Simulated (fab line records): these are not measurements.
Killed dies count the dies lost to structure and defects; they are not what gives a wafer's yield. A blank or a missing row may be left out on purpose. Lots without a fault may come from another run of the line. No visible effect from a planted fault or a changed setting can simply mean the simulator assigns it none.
A sampling plan put to the test :: flow sky130 :: each of the 53 faults these records tell of, on one fab line, judged from the records of the lots it struck
What counts as the plan is the set of the line's own looks, namely the steps on the route at which a gauge or an inspection reads a wafer and does not change it. A look can be judged if struck wafers have a number there and the file gives its usual mean and standard deviation on fault-free wafers. Caught: 4 or more of those standard deviations (sigma) separate the usual mean from the mean of the struck wafers at a look after the fault's first step. On the tool: the same test on the tool's own readings at the fault's steps. Another recipe on the struck wafers, or a record that is blank for them alone, also counts as caught.

== THE FAULTS, as the simulator had put them in ==
1. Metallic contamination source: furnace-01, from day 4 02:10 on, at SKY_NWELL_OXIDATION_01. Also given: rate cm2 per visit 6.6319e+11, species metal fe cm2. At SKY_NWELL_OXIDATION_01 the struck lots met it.
2. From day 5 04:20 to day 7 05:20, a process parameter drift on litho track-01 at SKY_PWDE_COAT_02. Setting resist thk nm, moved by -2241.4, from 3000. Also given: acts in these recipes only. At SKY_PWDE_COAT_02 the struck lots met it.
3. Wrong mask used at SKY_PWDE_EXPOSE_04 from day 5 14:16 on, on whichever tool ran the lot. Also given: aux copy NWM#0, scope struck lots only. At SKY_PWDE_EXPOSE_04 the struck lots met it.
4. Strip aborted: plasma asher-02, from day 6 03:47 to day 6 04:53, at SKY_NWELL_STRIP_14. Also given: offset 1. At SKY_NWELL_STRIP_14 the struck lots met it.
5. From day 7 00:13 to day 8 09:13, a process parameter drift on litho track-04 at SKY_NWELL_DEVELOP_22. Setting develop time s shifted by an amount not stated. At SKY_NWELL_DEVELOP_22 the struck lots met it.
6. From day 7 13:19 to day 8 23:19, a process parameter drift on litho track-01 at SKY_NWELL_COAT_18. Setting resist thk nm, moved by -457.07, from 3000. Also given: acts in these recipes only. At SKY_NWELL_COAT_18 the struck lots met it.
7. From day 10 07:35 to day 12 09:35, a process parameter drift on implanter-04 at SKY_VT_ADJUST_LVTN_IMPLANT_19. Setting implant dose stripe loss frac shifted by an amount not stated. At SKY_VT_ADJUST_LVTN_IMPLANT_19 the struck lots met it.
8. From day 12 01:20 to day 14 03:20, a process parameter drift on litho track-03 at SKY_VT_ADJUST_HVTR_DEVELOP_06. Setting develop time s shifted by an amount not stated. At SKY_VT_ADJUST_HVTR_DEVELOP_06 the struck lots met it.
9. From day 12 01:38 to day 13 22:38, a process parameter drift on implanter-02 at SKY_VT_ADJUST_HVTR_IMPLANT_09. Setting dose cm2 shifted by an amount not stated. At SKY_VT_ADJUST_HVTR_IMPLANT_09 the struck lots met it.
10. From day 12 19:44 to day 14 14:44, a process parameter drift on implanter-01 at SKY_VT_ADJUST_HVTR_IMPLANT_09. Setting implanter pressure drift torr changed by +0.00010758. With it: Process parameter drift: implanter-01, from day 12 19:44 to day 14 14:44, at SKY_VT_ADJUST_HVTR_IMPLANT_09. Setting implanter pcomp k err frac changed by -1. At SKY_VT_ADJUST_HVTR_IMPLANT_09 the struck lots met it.
11. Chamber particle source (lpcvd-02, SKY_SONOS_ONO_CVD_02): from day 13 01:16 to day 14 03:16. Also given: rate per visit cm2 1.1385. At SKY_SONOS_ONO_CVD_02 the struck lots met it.
12. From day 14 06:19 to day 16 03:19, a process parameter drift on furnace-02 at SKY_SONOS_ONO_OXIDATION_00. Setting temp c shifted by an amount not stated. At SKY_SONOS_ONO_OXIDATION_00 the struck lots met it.
13. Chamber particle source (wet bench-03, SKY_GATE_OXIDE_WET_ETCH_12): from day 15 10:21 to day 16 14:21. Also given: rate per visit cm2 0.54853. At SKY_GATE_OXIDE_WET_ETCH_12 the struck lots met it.
14. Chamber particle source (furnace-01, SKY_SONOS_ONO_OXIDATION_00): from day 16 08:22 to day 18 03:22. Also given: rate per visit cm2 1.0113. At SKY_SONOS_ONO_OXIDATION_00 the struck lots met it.
15. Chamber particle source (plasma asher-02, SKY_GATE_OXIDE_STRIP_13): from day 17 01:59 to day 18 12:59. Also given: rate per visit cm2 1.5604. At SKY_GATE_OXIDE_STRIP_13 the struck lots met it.
16. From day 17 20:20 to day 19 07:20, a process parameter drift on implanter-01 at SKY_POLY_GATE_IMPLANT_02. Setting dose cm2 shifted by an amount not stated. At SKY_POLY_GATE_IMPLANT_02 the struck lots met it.
17. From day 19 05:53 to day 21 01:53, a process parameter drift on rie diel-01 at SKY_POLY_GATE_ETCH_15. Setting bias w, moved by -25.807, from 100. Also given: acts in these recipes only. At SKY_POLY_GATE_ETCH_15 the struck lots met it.
18. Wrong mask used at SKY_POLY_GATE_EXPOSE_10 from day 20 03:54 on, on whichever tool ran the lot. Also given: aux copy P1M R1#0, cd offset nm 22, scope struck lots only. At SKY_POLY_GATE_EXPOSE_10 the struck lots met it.
19. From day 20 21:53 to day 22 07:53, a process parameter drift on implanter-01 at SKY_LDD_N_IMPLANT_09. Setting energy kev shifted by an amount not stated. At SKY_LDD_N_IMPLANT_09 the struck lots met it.
20. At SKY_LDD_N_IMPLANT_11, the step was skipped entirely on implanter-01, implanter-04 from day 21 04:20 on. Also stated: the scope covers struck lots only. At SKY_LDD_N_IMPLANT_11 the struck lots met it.
21. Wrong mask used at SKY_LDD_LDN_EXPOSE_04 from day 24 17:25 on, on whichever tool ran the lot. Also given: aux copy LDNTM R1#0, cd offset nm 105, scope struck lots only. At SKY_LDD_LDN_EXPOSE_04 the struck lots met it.
22. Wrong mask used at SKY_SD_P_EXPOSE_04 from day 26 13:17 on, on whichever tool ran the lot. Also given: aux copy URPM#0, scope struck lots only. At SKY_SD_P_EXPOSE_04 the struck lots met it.
23. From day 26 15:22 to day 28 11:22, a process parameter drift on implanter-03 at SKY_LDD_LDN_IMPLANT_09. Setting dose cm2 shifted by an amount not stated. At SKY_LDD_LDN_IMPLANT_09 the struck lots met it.
24. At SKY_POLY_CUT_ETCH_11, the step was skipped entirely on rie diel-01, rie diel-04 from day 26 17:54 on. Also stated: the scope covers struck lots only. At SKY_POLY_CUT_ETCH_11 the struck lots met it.
25. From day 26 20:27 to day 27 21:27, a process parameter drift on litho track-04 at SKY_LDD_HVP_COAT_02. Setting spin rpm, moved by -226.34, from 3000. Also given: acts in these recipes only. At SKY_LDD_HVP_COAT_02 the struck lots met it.
26. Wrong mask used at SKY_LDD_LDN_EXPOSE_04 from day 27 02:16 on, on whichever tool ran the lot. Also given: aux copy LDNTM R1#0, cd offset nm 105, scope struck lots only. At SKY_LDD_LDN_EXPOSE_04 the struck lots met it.
27. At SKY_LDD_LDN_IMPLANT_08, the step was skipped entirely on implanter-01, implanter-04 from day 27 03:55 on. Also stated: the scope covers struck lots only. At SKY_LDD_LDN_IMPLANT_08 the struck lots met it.
28. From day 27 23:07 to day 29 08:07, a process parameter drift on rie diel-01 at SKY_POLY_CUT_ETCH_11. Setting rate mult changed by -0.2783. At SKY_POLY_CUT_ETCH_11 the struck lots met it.
29. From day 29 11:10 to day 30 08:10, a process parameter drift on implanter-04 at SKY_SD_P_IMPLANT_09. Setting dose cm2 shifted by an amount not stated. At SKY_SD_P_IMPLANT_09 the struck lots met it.
30. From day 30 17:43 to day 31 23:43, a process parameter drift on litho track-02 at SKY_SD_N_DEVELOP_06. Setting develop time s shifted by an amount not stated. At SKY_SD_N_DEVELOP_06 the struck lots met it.
31. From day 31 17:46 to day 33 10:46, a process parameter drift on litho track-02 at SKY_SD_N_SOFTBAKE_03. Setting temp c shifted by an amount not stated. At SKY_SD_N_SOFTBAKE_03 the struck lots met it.
32. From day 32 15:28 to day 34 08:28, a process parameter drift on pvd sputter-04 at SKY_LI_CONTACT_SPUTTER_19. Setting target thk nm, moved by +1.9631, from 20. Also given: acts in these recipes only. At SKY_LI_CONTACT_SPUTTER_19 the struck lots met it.
33. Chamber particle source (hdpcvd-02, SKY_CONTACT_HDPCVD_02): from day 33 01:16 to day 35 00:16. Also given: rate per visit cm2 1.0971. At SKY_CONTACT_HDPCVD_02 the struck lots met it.
34. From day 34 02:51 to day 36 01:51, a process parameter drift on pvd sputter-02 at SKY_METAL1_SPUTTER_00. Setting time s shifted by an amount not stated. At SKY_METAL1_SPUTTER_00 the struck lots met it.
35. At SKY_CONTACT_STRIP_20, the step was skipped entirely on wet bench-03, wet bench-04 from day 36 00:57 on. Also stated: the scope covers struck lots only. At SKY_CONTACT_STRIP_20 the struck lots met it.
36. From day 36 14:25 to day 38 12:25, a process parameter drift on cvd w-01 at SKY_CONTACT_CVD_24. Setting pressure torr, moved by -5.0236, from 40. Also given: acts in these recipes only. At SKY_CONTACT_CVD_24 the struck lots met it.
37. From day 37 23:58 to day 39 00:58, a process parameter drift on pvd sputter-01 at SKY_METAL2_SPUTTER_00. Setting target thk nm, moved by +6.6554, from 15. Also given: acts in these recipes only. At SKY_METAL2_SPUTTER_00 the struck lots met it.
38. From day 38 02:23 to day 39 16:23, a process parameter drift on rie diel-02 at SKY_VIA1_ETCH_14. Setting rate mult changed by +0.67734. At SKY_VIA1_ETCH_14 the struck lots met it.
39. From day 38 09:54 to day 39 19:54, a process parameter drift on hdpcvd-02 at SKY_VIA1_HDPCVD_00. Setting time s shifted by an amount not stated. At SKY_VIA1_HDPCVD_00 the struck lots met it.
40. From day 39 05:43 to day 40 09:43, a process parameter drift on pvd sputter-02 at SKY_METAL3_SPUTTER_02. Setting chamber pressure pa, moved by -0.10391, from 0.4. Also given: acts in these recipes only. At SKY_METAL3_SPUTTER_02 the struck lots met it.
41. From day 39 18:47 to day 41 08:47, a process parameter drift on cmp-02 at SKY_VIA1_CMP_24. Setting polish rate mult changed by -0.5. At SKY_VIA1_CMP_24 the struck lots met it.
42. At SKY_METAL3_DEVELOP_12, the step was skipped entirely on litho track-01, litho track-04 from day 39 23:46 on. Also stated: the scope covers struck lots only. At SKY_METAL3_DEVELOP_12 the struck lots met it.
43. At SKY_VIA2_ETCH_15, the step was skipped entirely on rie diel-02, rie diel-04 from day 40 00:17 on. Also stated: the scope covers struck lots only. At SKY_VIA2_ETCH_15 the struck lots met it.
44. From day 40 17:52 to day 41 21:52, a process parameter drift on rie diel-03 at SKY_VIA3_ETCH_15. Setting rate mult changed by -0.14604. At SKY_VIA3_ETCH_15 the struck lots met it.
45. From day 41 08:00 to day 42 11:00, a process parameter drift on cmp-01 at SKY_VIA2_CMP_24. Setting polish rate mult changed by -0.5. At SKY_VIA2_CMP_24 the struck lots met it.
46. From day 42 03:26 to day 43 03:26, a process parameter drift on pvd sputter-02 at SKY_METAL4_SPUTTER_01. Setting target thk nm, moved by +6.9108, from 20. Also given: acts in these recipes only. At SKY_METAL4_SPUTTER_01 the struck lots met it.
47. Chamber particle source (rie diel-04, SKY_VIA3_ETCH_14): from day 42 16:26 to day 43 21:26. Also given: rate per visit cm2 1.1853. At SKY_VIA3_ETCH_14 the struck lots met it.
48. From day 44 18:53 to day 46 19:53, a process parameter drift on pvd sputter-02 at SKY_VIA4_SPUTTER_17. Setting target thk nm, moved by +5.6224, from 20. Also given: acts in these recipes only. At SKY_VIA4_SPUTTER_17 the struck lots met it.
49. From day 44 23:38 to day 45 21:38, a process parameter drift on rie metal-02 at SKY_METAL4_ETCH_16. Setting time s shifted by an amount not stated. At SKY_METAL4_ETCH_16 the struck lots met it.
50. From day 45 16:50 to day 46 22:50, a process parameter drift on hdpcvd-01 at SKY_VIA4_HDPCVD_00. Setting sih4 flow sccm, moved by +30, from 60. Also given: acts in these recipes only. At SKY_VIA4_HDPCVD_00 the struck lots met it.
51. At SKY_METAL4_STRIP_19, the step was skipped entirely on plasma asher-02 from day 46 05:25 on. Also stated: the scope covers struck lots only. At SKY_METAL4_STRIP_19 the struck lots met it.
52. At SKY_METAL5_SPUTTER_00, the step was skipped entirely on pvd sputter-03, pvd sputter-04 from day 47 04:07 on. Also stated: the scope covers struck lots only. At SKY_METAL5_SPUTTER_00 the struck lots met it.
53. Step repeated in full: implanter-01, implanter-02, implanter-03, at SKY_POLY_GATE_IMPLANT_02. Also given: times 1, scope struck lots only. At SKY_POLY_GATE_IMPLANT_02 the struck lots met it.

== WHAT THE PLAN SAW ==
fault: 1
on the tool itself: under 2 sigma
first look that catches it: none of the 4 looks that can be judged after it
reading, sigma: -
median hours from its first step to that look: -
hours from the fault's start to the first struck lot there: -
judged looks passed uncaught: 4

fault: 2
on the tool itself: no reading that can be judged
first look that catches it: no look after it can be judged
reading, sigma: -
median hours from its first step to that look: -
hours from the fault's start to the first struck lot there: -
judged looks passed uncaught: 0

fault: 3
on the tool itself: under 2 sigma
first look that catches it: SKY_PWDE_TW_MEAS_10
reading, sigma: PWDE_TW -99 or beyond
median hours from its first step to that look: 9.7
hours from the fault's start to the first struck lot there: 11
judged looks passed uncaught: 0

fault: 4
on the tool itself: oes product au +17 sigma
first look that catches it: SKY_NWELL_TW_MEAS_26
reading, sigma: NWELL_2_TW -99 or beyond
median hours from its first step to that look: 19.4
hours from the fault's start to the first struck lot there: 20
judged looks passed uncaught: 1

fault: 5
on the tool itself: under 2 sigma
first look that catches it: none of the 8 looks that can be judged after it
reading, sigma: -
median hours from its first step to that look: -
hours from the fault's start to the first struck lot there: -
judged looks passed uncaught: 8

fault: 6
on the tool itself: under 2 sigma
first look that catches it: none of the 2 looks that can be judged after it
reading, sigma: -
median hours from its first step to that look: -
hours from the fault's start to the first struck lot there: -
judged looks passed uncaught: 2

fault: 7
on the tool itself: under 2 sigma
first look that catches it: none of the 7 looks that can be judged after it
reading, sigma: -
median hours from its first step to that look: -
hours from the fault's start to the first struck lot there: -
judged looks passed uncaught: 7

fault: 8
on the tool itself: no reading that can be judged
first look that catches it: SKY_VT_ADJUST_HVTR_CD_MEAS_07
reading, sigma: cd nm -43
median hours from its first step to that look: 0.1
hours from the fault's start to the first struck lot there: 3
judged looks passed uncaught: 0

fault: 9
on the tool itself: dose ions cm2 -99 or beyond sigma
first look that catches it: SKY_VT_ADJUST_HVTR_TW_MEAS_11
reading, sigma: VT_ADJUST_HVTR_TW -25
median hours from its first step to that look: 0.2
hours from the fault's start to the first struck lot there: 3
judged looks passed uncaught: 0

fault: 10
on the tool itself: end station pressure torr +99 or beyond sigma
first look that catches it: SKY_VT_ADJUST_HVTR_TW_MEAS_11
reading, sigma: VT_ADJUST_HVTR_TW +12
median hours from its first step to that look: 0.2
hours from the fault's start to the first struck lot there: 11
judged looks passed uncaught: 0

fault: 11
on the tool itself: no reading that can be judged
first look that catches it: none of the 2 looks that can be judged after it
reading, sigma: -
median hours from its first step to that look: -
hours from the fault's start to the first struck lot there: -
judged looks passed uncaught: 2

fault: 12
on the tool itself: tube center temp C -99 or beyond sigma
first look that catches it: SKY_SONOS_ONO_THK_MEAS_01
reading, sigma: SONOS_ONO_OXIDATION_THK -6.1
median hours from its first step to that look: 1.3
hours from the fault's start to the first struck lot there: 3
judged looks passed uncaught: 0

fault: 13
on the tool itself: no reading that can be judged
first look that catches it: not the one look that can be judged after it
reading, sigma: -
median hours from its first step to that look: -
hours from the fault's start to the first struck lot there: -
judged looks passed uncaught: 1

fault: 14
on the tool itself: under 2 sigma
first look that catches it: none of the 2 looks that can be judged after it
reading, sigma: -
median hours from its first step to that look: -
hours from the fault's start to the first struck lot there: -
judged looks passed uncaught: 2

fault: 15
on the tool itself: under 2 sigma
first look that catches it: none of the 3 looks that can be judged after it
reading, sigma: -
median hours from its first step to that look: -
hours from the fault's start to the first struck lot there: -
judged looks passed uncaught: 3

fault: 16
on the tool itself: dose ions cm2 +99 or beyond sigma
first look that catches it: no look after it can be judged
reading, sigma: -
median hours from its first step to that look: -
hours from the fault's start to the first struck lot there: -
judged looks passed uncaught: 0

fault: 17
on the tool itself: bias w -82 sigma
first look that catches it: no look after it can be judged
reading, sigma: -
median hours from its first step to that look: -
hours from the fault's start to the first struck lot there: -
judged looks passed uncaught: 0

fault: 18
on the tool itself: under 2 sigma
first look that catches it: SKY_POLY_GATE_CD_MEAS_13
reading, sigma: cd nm +14
median hours from its first step to that look: 15.3
hours from the fault's start to the first struck lot there: 20
judged looks passed uncaught: 0

fault: 19
on the tool itself: beam energy keV -99 or beyond sigma
first look that catches it: no look after it can be judged
reading, sigma: -
median hours from its first step to that look: -
hours from the fault's start to the first struck lot there: -
judged looks passed uncaught: 0

fault: 20
on the tool itself: the tool's record is blank for the struck wafers
first look that catches it: SKY_LDD_N_TW_MEAS_17
reading, sigma: LDD_N_TW -7.1
median hours from its first step to that look: 0.9
hours from the fault's start to the first struck lot there: 4
judged looks passed uncaught: 0

fault: 21
on the tool itself: no reading that can be judged
first look that catches it: none of the 2 looks that can be judged after it
reading, sigma: -
median hours from its first step to that look: -
hours from the fault's start to the first struck lot there: -
judged looks passed uncaught: 2

fault: 22
on the tool itself: no reading that can be judged
first look that catches it: SKY_SD_P_TW_MEAS_11
reading, sigma: SD_P_TW -87
median hours from its first step to that look: 15.1
hours from the fault's start to the first struck lot there: 33
judged looks passed uncaught: 0

fault: 23
on the tool itself: dose ions cm2 +99 or beyond sigma
first look that catches it: not the one look that can be judged after it
reading, sigma: strongest: LDD_LDN_TW at SKY_LDD_LDN_TW_MEAS_13, +3.2
median hours from its first step to that look: -
hours from the fault's start to the first struck lot there: -
judged looks passed uncaught: 1

fault: 24
on the tool itself: the tool's record is blank for the struck wafers
first look that catches it: no look after it can be judged
reading, sigma: -
median hours from its first step to that look: -
hours from the fault's start to the first struck lot there: -
judged looks passed uncaught: 0

fault: 25
on the tool itself: spin speed rpm -99 or beyond sigma
first look that catches it: not the one look that can be judged after it
reading, sigma: -
median hours from its first step to that look: -
hours from the fault's start to the first struck lot there: -
judged looks passed uncaught: 1

fault: 26
on the tool itself: no reading that can be judged
first look that catches it: no look after it can be judged
reading, sigma: -
median hours from its first step to that look: -
hours from the fault's start to the first struck lot there: -
judged looks passed uncaught: 0

fault: 27
on the tool itself: the tool's record is blank for the struck wafers
first look that catches it: SKY_LDD_LDN_TW_MEAS_13
reading, sigma: LDD_LDN_TW -10
median hours from its first step to that look: 0.7
hours from the fault's start to the first struck lot there: 5
judged looks passed uncaught: 0

fault: 28
on the tool itself: under 2 sigma
first look that catches it: no look after it can be judged
reading, sigma: -
median hours from its first step to that look: -
hours from the fault's start to the first struck lot there: -
judged looks passed uncaught: 0

fault: 29
on the tool itself: dose ions cm2 +72 sigma
first look that catches it: no look after it can be judged
reading, sigma: -
median hours from its first step to that look: -
hours from the fault's start to the first struck lot there: -
judged looks passed uncaught: 0

fault: 30
on the tool itself: under 2 sigma
first look that catches it: SKY_SD_N_CD_MEAS_07
reading, sigma: cd nm +5.5
median hours from its first step to that look: 0.2
hours from the fault's start to the first struck lot there: 6
judged looks passed uncaught: 0

fault: 31
on the tool itself: heater power total W +72 sigma
first look that catches it: no look after it can be judged
reading, sigma: -
median hours from its first step to that look: -
hours from the fault's start to the first struck lot there: -
judged looks passed uncaught: 0

fault: 32
on the tool itself: under 2 sigma
first look that catches it: no look after it can be judged
reading, sigma: -
median hours from its first step to that look: -
hours from the fault's start to the first struck lot there: -
judged looks passed uncaught: 0

fault: 33
on the tool itself: under 2 sigma
first look that catches it: no look after it can be judged
reading, sigma: -
median hours from its first step to that look: -
hours from the fault's start to the first struck lot there: -
judged looks passed uncaught: 0

fault: 34
on the tool itself: under 2 sigma
first look that catches it: no look after it can be judged
reading, sigma: -
median hours from its first step to that look: -
hours from the fault's start to the first struck lot there: -
judged looks passed uncaught: 0

fault: 35
on the tool itself: the tool's record is blank for the struck wafers
first look that catches it: no look after it can be judged
reading, sigma: -
median hours from its first step to that look: -
hours from the fault's start to the first struck lot there: -
judged looks passed uncaught: 0

fault: 36
on the tool itself: chamber pressure Torr -54 sigma
first look that catches it: SKY_CONTACT_RS_MEAS_25
reading, sigma: CONTACT_W_RS +5.4
median hours from its first step to that look: 0.1
hours from the fault's start to the first struck lot there: 4
judged looks passed uncaught: 0

fault: 37
on the tool itself: under 2 sigma
first look that catches it: no look after it can be judged
reading, sigma: -
median hours from its first step to that look: -
hours from the fault's start to the first struck lot there: -
judged looks passed uncaught: 0

fault: 38
on the tool itself: under 2 sigma
first look that catches it: no look after it can be judged
reading, sigma: -
median hours from its first step to that look: -
hours from the fault's start to the first struck lot there: -
judged looks passed uncaught: 0

fault: 39
on the tool itself: run length s -13 sigma
first look that catches it: SKY_VIA1_THK_MEAS_01
reading, sigma: VIA1_HDPCVD_THK -4.9
median hours from its first step to that look: 0.1
hours from the fault's start to the first struck lot there: 5
judged looks passed uncaught: 0

fault: 40
on the tool itself: chamber pressure pa -99 or beyond sigma
first look that catches it: none of the 2 looks that can be judged after it
reading, sigma: -
median hours from its first step to that look: -
hours from the fault's start to the first struck lot there: -
judged looks passed uncaught: 2

fault: 41
on the tool itself: overpolish run s -99 or beyond sigma
first look that catches it: no look after it can be judged
reading, sigma: -
median hours from its first step to that look: -
hours from the fault's start to the first struck lot there: -
judged looks passed uncaught: 0

fault: 42
on the tool itself: no reading that can be judged
first look that catches it: no look after it can be judged
reading, sigma: -
median hours from its first step to that look: -
hours from the fault's start to the first struck lot there: -
judged looks passed uncaught: 0

fault: 43
on the tool itself: the tool's record is blank for the struck wafers
first look that catches it: no look after it can be judged
reading, sigma: -
median hours from its first step to that look: -
hours from the fault's start to the first struck lot there: -
judged looks passed uncaught: 0

fault: 44
on the tool itself: oes product au -10 sigma
first look that catches it: not the one look that can be judged after it
reading, sigma: -
median hours from its first step to that look: -
hours from the fault's start to the first struck lot there: -
judged looks passed uncaught: 1

fault: 45
on the tool itself: overpolish run s -99 or beyond sigma
first look that catches it: no look after it can be judged
reading, sigma: -
median hours from its first step to that look: -
hours from the fault's start to the first struck lot there: -
judged looks passed uncaught: 0

fault: 46
on the tool itself: under 2 sigma
first look that catches it: no look after it can be judged
reading, sigma: -
median hours from its first step to that look: -
hours from the fault's start to the first struck lot there: -
judged looks passed uncaught: 0

fault: 47
on the tool itself: under 2 sigma
first look that catches it: no look after it can be judged
reading, sigma: -
median hours from its first step to that look: -
hours from the fault's start to the first struck lot there: -
judged looks passed uncaught: 0

fault: 48
on the tool itself: under 2 sigma
first look that catches it: no look after it can be judged
reading, sigma: -
median hours from its first step to that look: -
hours from the fault's start to the first struck lot there: -
judged looks passed uncaught: 0

fault: 49
on the tool itself: run length s -99 or beyond sigma
first look that catches it: no look after it can be judged
reading, sigma: -
median hours from its first step to that look: -
hours from the fault's start to the first struck lot there: -
judged looks passed uncaught: 0

fault: 50
on the tool itself: sih4 flow sccm +99 or beyond sigma
first look that catches it: SKY_VIA4_THK_MEAS_01
reading, sigma: VIA4_HDPCVD_THK +54
median hours from its first step to that look: 0.2
hours from the fault's start to the first struck lot there: 5
judged looks passed uncaught: 0

fault: 51
on the tool itself: the tool's record is blank for the struck wafers
first look that catches it: no look after it can be judged
reading, sigma: -
median hours from its first step to that look: -
hours from the fault's start to the first struck lot there: -
judged looks passed uncaught: 0

fault: 52
on the tool itself: the tool's record is blank for the struck wafers
first look that catches it: no look after it can be judged
reading, sigma: -
median hours from its first step to that look: -
hours from the fault's start to the first struck lot there: -
judged looks passed uncaught: 0

fault: 53
on the tool itself: no reading that can be judged
first look that catches it: none of the 2 looks that can be judged after it
reading, sigma: strongest: POLY_GATE_TW at SKY_RES_PROTECT_TW_MEAS_08, +3.4
median hours from its first step to that look: -
hours from the fault's start to the first struck lot there: -
judged looks passed uncaught: 2
A dash: this means the fault isn't caught or the number doesn't appear in these records.

Caught at a look: 14 of 53. Caught on the tool: 26 of 53. By one or the other: 31 of 53.
On the tool alone, faults 16, 17, 19, 23, 24, 25, 29, 31, 35, 40, 41, 43, 44, 45, 49, 51, 52 were caught.
Caught at a look alone: faults 3, 8, 18, 22, 30.
Caught by neither: faults 1, 2, 5, 6, 7, 11, 13, 14, 15, 21, 26, 28, 32, 33, 34, 37, 38, 42, 46, 47, 48, 53.

== THINNER SAMPLING ==
In the worst case, this is how late the first struck lot would be measured if the look that catches a fault measured only every second or every third lot, by lot number:
fault: 3
struck lots at that look, in order of time: L423
every lot: 11 h
every second lot: may miss it
every third lot: may miss it

fault: 4
struck lots at that look, in order of time: L166
every lot: 20 h
every second lot: may miss it
every third lot: may miss it

fault: 8
struck lots at that look, in order of time: L309, L310, L312
every lot: 3 h
every second lot: 7 h
every third lot: may miss all 3

fault: 9
struck lots at that look, in order of time: L588, L590
every lot: 3 h
every second lot: may miss all 2
every third lot: may miss all 2

fault: 10
struck lots at that look, in order of time: L225, L227
every lot: 11 h
every second lot: may miss all 2
every third lot: may miss all 2

fault: 12
struck lots at that look, in order of time: L595, L598
every lot: 3 h
every second lot: 31 h
every third lot: may miss all 2

fault: 18
struck lots at that look, in order of time: L155
every lot: 20 h
every second lot: may miss it
every third lot: may miss it

fault: 20
struck lots at that look, in order of time: L492, L493
every lot: 4 h
every second lot: 20 h
every third lot: may miss all 2

fault: 22
struck lots at that look, in order of time: L397
every lot: 33 h
every second lot: may miss it
every third lot: may miss it

fault: 27
struck lots at that look, in order of time: L780, L781
every lot: 5 h
every second lot: 13 h
every third lot: may miss all 2

fault: 30
struck lots at that look, in order of time: L641, L643
every lot: 6 h
every second lot: may miss all 2
every third lot: may miss all 2

fault: 36
struck lots at that look, in order of time: L676, L679
every lot: 4 h
every second lot: 35 h
every third lot: may miss all 2

fault: 39
struck lots at that look, in order of time: L202, L203
every lot: 5 h
every second lot: 19 h
every third lot: may miss all 2

fault: 50
struck lots at that look, in order of time: L191, L193, L194
every lot: 5 h
every second lot: 22 h
every third lot: may miss all 3
Hours: fault start to first struck lot measured. 4 sigma limit: tested on the pooled struck wafers, so a lone lot may be under it. Other struck lots may not be in these records.

== THE LONGEST TIMED WAY FROM STEP TO LOOK ==
Fault 4: median gap of 19.4 hours between SKY_NWELL_STRIP_14 and SKY_NWELL_TW_MEAS_26. The look between them that can be judged stayed within 4 sigma: SKY_NWELL_OVL_MEAS_23.
